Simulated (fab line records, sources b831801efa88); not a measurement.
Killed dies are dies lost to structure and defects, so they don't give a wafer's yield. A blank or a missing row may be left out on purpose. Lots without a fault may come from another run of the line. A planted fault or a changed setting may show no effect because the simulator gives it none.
A struck lot beside a sound one | flow sky130 | 44 steps out of a route of 708
Sound: wafers L278.2, L278.4, L278.6. Struck: wafers L270.3, L270.4, L270.5. The cause comes at the end.
At each step with rows: each side's tool, then ch and its chambers, then its first start. Under that, the readings that differ: sound wafers | struck wafers | difference of the means | sigmas: that difference in standard deviations of wafers without a fault.
alike: readings whose means differ by less than 2 such deviations, and words and numbers that are the same on both sides. not compared: withheld readings, readings that some wafer has no value for, bounds like >300 that may hide the same value, and numbers for which the record gives no deviation and whose values overlap.
The two part at a step that has a row with sigmas, a row that says differs or no value, or rows on one side only. Numbers that don't overlap but have no deviation are shown without sigmas and don't part them. A reading that every wafer of one side lacks parts them only if that side has two wafers or more.

first, 6 steps without rows for these wafers: SKY_LDD_HVP_HMDS_01 (prime time 60 s); SKY_LDD_HVP_COAT_02 (resist thk 300 nm); SKY_LDD_HVP_SOFTBAKE_03 (time 60 s); SKY_LDD_HVP_EXPOSE_04 (exposes mask HVPTM, target cd 700 nm); SKY_LDD_HVP_PEB_05; SKY_LDD_HVP_DEVELOP_06 (develop time 60 s).
SKY_LDD_HVP_OVL_MEAS_07:
  sound on overlay-02, day 28 12:50; struck on overlay-02, day 24 20:56
  alike: LDD_HVP_OVL
then, 1 step without rows for these wafers: SKY_LDD_HVP_IMPLANT_08.
SKY_LDD_HVP_STRIP_09: strips in O2/N2.
  sound on plasma_asher-02 ch 0,1, day 28 13:01; struck on plasma_asher-04 ch 0,1, day 24 21:08
  alike: drypump_motor_current_A, oes_product_au, strip_time_to_endpoint_s
  not compared: rf_hours_counter_h
SKY_LDD_HVP_TW_MEAS_10:
  sound on film_metro-04, day 28 13:07; struck on film_metro-03, day 24 21:14
  alike: LDD_HVP_TW
then, 2 steps without rows for these wafers: SKY_LDD_LDN_DEHYDRATE_00 (time 60 s); SKY_LDD_LDN_HMDS_01 (prime time 60 s).
SKY_LDD_LDN_COAT_02: resist thk 1140 nm.
  sound on litho_track-01 ch 0, day 29 02:32; struck on litho_track-04, day 25 11:44
  no value came back on the struck wafers for chill_plate_temp_C (C), dispense_pressure_kPa (kPa); on the sound wafers chill_plate_temp_C (C) reads 22.94 22.92 22.80
then, 4 steps without rows for these wafers: SKY_LDD_LDN_SOFTBAKE_03 (time 60 s); SKY_LDD_LDN_EXPOSE_04 (exposes mask LDNTM, target cd 700 nm); SKY_LDD_LDN_PEB_05; SKY_LDD_LDN_DEVELOP_06 (develop time 60 s).
SKY_LDD_LDN_OVL_MEAS_07:
  sound on overlay-02, day 29 17:10; struck on overlay-02, day 26 02:36
  reading          | sound       | struck | difference                    | sigmas
  LDD_LDN_OVL (nm) | 1.5 2.9 0.8 | - - -  | no value on the struck wafers |
then, 4 steps without rows for these wafers: SKY_LDD_LDN_IMPLANT_08; SKY_LDD_LDN_IMPLANT_09; SKY_LDD_LDN_IMPLANT_10; SKY_LDD_LDN_IMPLANT_11.
SKY_LDD_LDN_STRIP_12: strips in O2/N2.
  sound on plasma_asher-03 ch 1, day 29 17:47; struck on plasma_asher-03 ch 0,1, day 26 03:15
  no value came back on the struck wafers for oes_product_au (a.u.), strip_time_to_endpoint_s (s); on the sound wafers oes_product_au (a.u.) reads 0.715 0.716 0.715
  alike: drypump_motor_current_A
  not compared: rf_hours_counter_h
SKY_LDD_LDN_TW_MEAS_13:
  sound on film_metro-04, day 29 17:54; struck on film_metro-01, day 26 03:20
  alike: LDD_LDN_TW
then, 2 steps without rows for these wafers: SKY_LDD_LDN_CLEAN_14 (cleans in SC1/SC2, time 150 s); SKY_SPACER_CVD_00 (deposits Si3N4 from DCS/NH3, target thk 43.1 nm, time 740 s).
SKY_SPACER_THK_MEAS_01:
  sound on film_metro-02, day 30 07:14; struck on film_metro-01, day 26 05:26
  alike: SPACER_CVD_00_THK
then, 9 steps without rows for these wafers: SKY_SPACER_ETCHBACK_02 (etches Si3N4 in CH3F/O2, stops on SiO2, time 46.7 s, target depth 45 nm); SKY_POLY_CUT_DEHYDRATE_00 (time 60 s); SKY_POLY_CUT_HMDS_01 (prime time 60 s); SKY_POLY_CUT_COAT_02 (resist thk 60 nm); SKY_POLY_CUT_COAT_03 (resist thk 450 nm); SKY_POLY_CUT_SOFTBAKE_04 (time 90 s); SKY_POLY_CUT_EXPOSE_05 (exposes mask NPCM, target cd 270 nm); SKY_POLY_CUT_PEB_06; SKY_POLY_CUT_DEVELOP_07 (develop time 60 s).
SKY_POLY_CUT_CD_MEAS_08: target cd 270 nm.
  sound on cd_sem-01, day 31 10:05; struck on cd_sem-02, day 27 10:49
  alike: cd_nm
SKY_POLY_CUT_OVL_MEAS_09:
  sound on overlay-01, day 31 10:12; struck on overlay-02, day 27 10:54
  alike: POLY_CUT_OVL
SKY_POLY_CUT_ETCH_10: etches BARC in N2/H2, stops on SiO2, time 45.9 s, target depth 60 nm.
  sound on rie_diel-02 ch 1,2,3, day 31 10:14; struck on rie_diel-02 ch 2,3, day 27 10:56
  alike: drypump_motor_current_A, oes_product_au, throttle_valve_pct
  not compared: rf_hours_counter_h
SKY_POLY_CUT_ETCH_11: etches Si3N4 in CF4/CH2F2/Ar, stops on poly-Si, time 42.5 s, target depth 60 nm.
  sound on rie_diel-02 ch 1,2,3, day 31 10:16; struck on rie_diel-02 ch 2,3, day 27 10:58
  alike: drypump_motor_current_A, oes_product_au, throttle_valve_pct
  not compared: rf_hours_counter_h
SKY_POLY_CUT_STRIP_12: strips in O2/N2.
  sound on plasma_asher-01 ch 1, day 31 10:19; struck on plasma_asher-03 ch 0,1, day 27 11:02
  alike: drypump_motor_current_A, oes_product_au, strip_time_to_endpoint_s
  not compared: rf_hours_counter_h
then, 1 step without rows for these wafers: SKY_SD_P_DEHYDRATE_00 (time 60 s).
-- the record jumps here: 2 days lie between the struck wafers' starts before and after (it left off in module SD_P and takes up again in module RES_XHIGH, whose first step shown is number 341 of the route) --
SKY_RES_XHIGH_TW_MEAS_09:
  sound on film_metro-02, day 33 16:32; struck on film_metro-03, day 29 19:53
  reading      | sound          | struck         | difference | sigmas
  RES_XHIGH_TW | 1637 1624 1632 | 1894 1897 1898 | +265       | +22
-- the record jumps here: 18 days lie between the struck wafers' starts before and after (it left off in module RES_XHIGH and takes up again in module PAD_OPEN, whose first step shown is number 708 of the route) --
SKY_PAD_OPEN_PROBE_99:
  sound on prober-02, day 50 13:44; struck on prober-01, day 48 00:01
  reading                                 | sound             | struck            | difference | sigmas
  model.etest.pfet_01v8.r_on_ohm_um       | 2778 2803 2775    | 9828 9587 9355    | +6805      |
  model.etest.tip_p_5v.rs_ohm_sq          | 2878 2881 2878    | 7259 7287 7230    | +4380      |
  model.etest.tip_n_5v.rs_ohm_sq          | 1374 1367 1361    | 988 974.1 994.1   | -382       |
  model.etest.pfet_g5v0d10v5.r_on_ohm_um  | 4742 4730 4709    | 4921 4890 4880    | +170       |
  model.etest.pfet_01v8.drive_ua_um       | 202.4 203 204.4   | 54.98 56.59 57.82 | -146.80    |
  model.etest.tip_p_5v.rs_ohm_sq_range    | 65.71 86.18 41.25 | 270.3 162.9 252.2 | +164.1     |
  model.etest.pfet_01v8_hvt.drive_ua_um   | 153.3 152.5 153.2 | 36.15 36.54 37.98 | -116.11    |
  model.etest.sram_pfet_latch.drive_ua_um | 155.8 151 152.5   | 38.53 38.98 40.1  | -113.90    |

WHERE THEY PART
First at SKY_LDD_LDN_COAT_02; last, within this record, at SKY_RES_XHIGH_TW_MEAS_09.

WHY: what the simulator had put in
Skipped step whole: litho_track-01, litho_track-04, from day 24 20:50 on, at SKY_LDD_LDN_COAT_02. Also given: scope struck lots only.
